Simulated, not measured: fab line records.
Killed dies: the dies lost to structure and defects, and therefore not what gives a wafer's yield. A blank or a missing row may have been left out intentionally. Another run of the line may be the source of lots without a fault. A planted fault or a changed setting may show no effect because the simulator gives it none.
A lot that was struck, set against a sound lot -- flow sky130 -- 36 out of 708 route steps
Sound: these wafers, L297.2, L297.3, L297.6. Struck: wafer L301.2. (L301.5 of the same lot was not struck and is left out.) The cause comes at the end.
At each step with rows: each side's tool, then ch and its chambers, then its first start. Under that, the readings that differ: sound wafers -- struck wafers -- difference of the means -- sigmas: that difference in standard deviations of wafers without a fault.
alike: same words and numbers on both sides, and readings whose means sit less than 2 such deviations apart. not compared: any withheld reading, any reading some wafer has no value for, any bound like >300 that may hide the same value, and any number with overlapping values for which the record gives no deviation.
The two part at a step that has a row with sigmas, a row that says differs or no value, or rows on one side only. When numbers do not overlap yet have no deviation, they are printed without sigmas and do not part them. A reading that every wafer of one side lacks parts them only if that side has two wafers or more.

first, 10 steps without rows for these wafers: SKY_VIA2_CLEAN_18 (cleans in IPA, time 180 s); SKY_VIA2_CLEAN_19 (cleans in O3/DIW); SKY_VIA2_SPUTTER_20 (material TiN, target thk 20 nm, time 80 s); SKY_VIA2_CVD_21 (deposits W, target thk 420 nm, time 126.4 s); SKY_VIA2_CMP_24 (polishes, stops on SiO2, t overpolish 20 s, target thk 0 nm); SKY_METAL3_SPUTTER_00 (material Ti, target thk 15 nm, time 10 s); SKY_METAL3_SPUTTER_01 (material TiN, target thk 20 nm, time 16.7 s); SKY_METAL3_SPUTTER_02 (material AlCu, target thk 735 nm, time 39.1 s); SKY_METAL3_SPUTTER_03 (material Ti, target thk 5 nm, time 3.3 s); SKY_METAL3_SPUTTER_04 (material TiN, target thk 70 nm, time 58.3 s).
SKY_CAPM_CVD_00: deposits SiO2, target thk 15.5 nm.
  sound on pecvd-02 ch 0,1, day 38 18:45; struck on pecvd-02 ch 0, day 39 20:02
reading,sound,struck,difference,sigmas
model.SiO2_of_CAPM_CVD_00.thk nm (nm),15.11 15.29 15.23,14.73,-0.48,
  alike: heater power w
SKY_CAPM_THK_MEAS_01:
  sound: film metro-02 at day 38 18:47; struck: film metro-04 at day 39 20:04
reading,sound,struck,difference,sigmas
CAPM_CVD_00_THK (nm),15.15 15.22 15.25,14.70,-0.51,-2
  not compared: hold
then, 22 steps without rows for these wafers: SKY_CAPM_DEHYDRATE_05 (time 60 s); SKY_CAPM_HMDS_06 (prime time 60 s); SKY_CAPM_COAT_07 (resist thk 1140 nm); SKY_CAPM_SOFTBAKE_08 (time 60 s); SKY_CAPM_EXPOSE_09 (exposes mask CAPM, target cd 1000 nm); SKY_CAPM_PEB_10; SKY_CAPM_DEVELOP_11 (develop time 60 s); SKY_CAPM_METAL_ETCH_13 (etches TiN in Cl2/BCl3, stops on SiO2, target depth 220 nm, time 62.9 s); SKY_CAPM_STRIP_14 (strips in O2/N2); SKY_CAPM_STRIP_15 (strips in post etch residue remover, time 1200 s); SKY_CAPM_CLEAN_16 (cleans in IPA, time 180 s); SKY_CAPM_CLEAN_17 (cleans in O3/DIW); SKY_METAL3_DEHYDRATE_05 (time 60 s); SKY_METAL3_HMDS_06 (prime time 60 s); SKY_METAL3_COAT_07 (resist thk 60 nm); SKY_METAL3_COAT_08 (resist thk 1140 nm); SKY_METAL3_SOFTBAKE_09 (time 90 s); SKY_METAL3_EXPOSE_10 (exposes mask MM3, target cd 300 nm); SKY_METAL3_PEB_11; SKY_METAL3_DEVELOP_12 (develop time 60 s); SKY_METAL3_DESCUM_15 (chemistry O2, time 8 s); SKY_METAL3_ETCH_16 (etches BARC in N2/H2, stops on SiO2, time 88.2 s, target depth 60 nm).
-- the record jumps here: 2 days lie between the struck wafers' starts before and after --
SKY_METAL3_ETCH_17: etches SiO2 in C4F8/O2/Ar, stops on TiN, time 3.9 s, target depth 15 nm.
  sound on rie diel-03 ch 0,2,3, day 40 19:58; struck on rie diel-04 ch 3, day 41 21:20
reading,sound,struck,difference,sigmas
model.etch.depth nm (nm),15.11 15.29 15.23,14.73,-0.48,
  alike: chamber pressure mTorr, oes product au
  not compared: rf hours counter h
-- the record jumps here: 7 days lie between the struck wafers' starts before and after (it left off in module METAL3 and takes up again in module PAD_OPEN, whose first step shown is number 708 of the route) --
SKY_PAD_OPEN_PROBE_99:
  sound: prober-02 at day 47 17:28; struck: prober-01 at day 48 13:52
reading,sound,struck,difference,sigmas
killed at contacts,16 27 17,39,+19,+4
killed open,42 47 39,57,+14,+2
sort_bin_5_function (%),11.2 10.6 8.3,13.0,+3.0,+2
model.etest.cap mim.bv v (V),13.69 13.31 13.57,13.27,-0.25,
model.etest.cap mim.leak log10 a cm2,-9.018 -8.897 -9.144,-8.729,+0.291,
model.etest.cap mim.c ff um2,2.404 2.368 2.387,2.463,+0.077,
  alike: defect limited yield, killed_at_M0_to_M3, killed_at_M4_up, killed at front end, killed at other, killed dies, killed short, sort_bin_3_pad_short, sort_bin_6_memory, sort n pass, sort yield pct
  not compared: hold

== WHERE THEY PART ==
At SKY_CAPM_THK_MEAS_01 first; at SKY_PAD_OPEN_PROBE_99 last (within this record only).

WHY: what the simulator had put in
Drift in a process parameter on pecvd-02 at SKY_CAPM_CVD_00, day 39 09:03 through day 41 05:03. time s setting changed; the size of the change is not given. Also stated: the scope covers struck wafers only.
